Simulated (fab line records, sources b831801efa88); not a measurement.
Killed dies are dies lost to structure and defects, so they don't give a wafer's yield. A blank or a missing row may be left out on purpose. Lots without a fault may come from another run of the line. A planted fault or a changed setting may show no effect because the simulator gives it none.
Chamber matching | flow sky130 | SKY_VIA4_HDPCVD_00 on hdpcvd-02: 3 sister chambers
The step deposits SiO2, target thk 1750 nm, time 291.7 s. 6 wafers are shown with their chamber, then 8 later ones without.

WAFERS WITH THEIR CHAMBER
wafer  | chamber | susceptor_temp_C (C)
L512.2 | 0       | 399.73
L512.6 | 2       | 399.87
L519.2 | 1       | 399.78
L519.4 | 0       | 399.68
L519.6 | 1       | 400.21
L520.1 | 2       | 400.32

WAFERS WITHOUT THEIR CHAMBER
wafer  | susceptor_temp_C (C)
L520.2 | 400.13
L520.4 | 399.75
L529.2 | 399.80
L529.5 | 399.90
L529.6 | 400.07
L530.2 | 399.95
L530.3 | 400.31
L530.5 | 400.04

WHICH CHAMBER EACH WENT THROUGH
wafer  | from the rows above          | in truth
L520.2 | can't be placed: 2 or 1 or 0 | 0
L520.4 | can't be placed: 0 or 1 or 2 | 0
L529.2 | can't be placed: 0 or 1 or 2 | 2
L529.5 | can't be placed: 1 or 0 or 2 | 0
L529.6 | can't be placed: 2 or 1 or 0 | 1
L530.2 | can't be placed: 1 or 2 or 0 | 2
L530.3 | can't be placed: 2 or 1 or 0 | 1
L530.5 | can't be placed: 1 or 2 or 0 | 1
Placed correctly: 0 of 8. Can't be placed from these rows: 8 (the true chamber is among the candidates in 8). Placed wrongly: 0.
How it was worked out, from the rows above alone: a wafer's distance from a chamber is the root of the sum, over the readings, of the square of ((its reading less the chamber's mean) divided by the reading's scatter). The wafer belongs to the nearest chamber; if the next one is less than 2 further off, it can't be placed. A chamber's mean is the mean of its shown wafers. The scatter: the root of (the sum of the squares of (reading less its chamber's mean) over the shown wafers, divided by (wafers less chambers)).
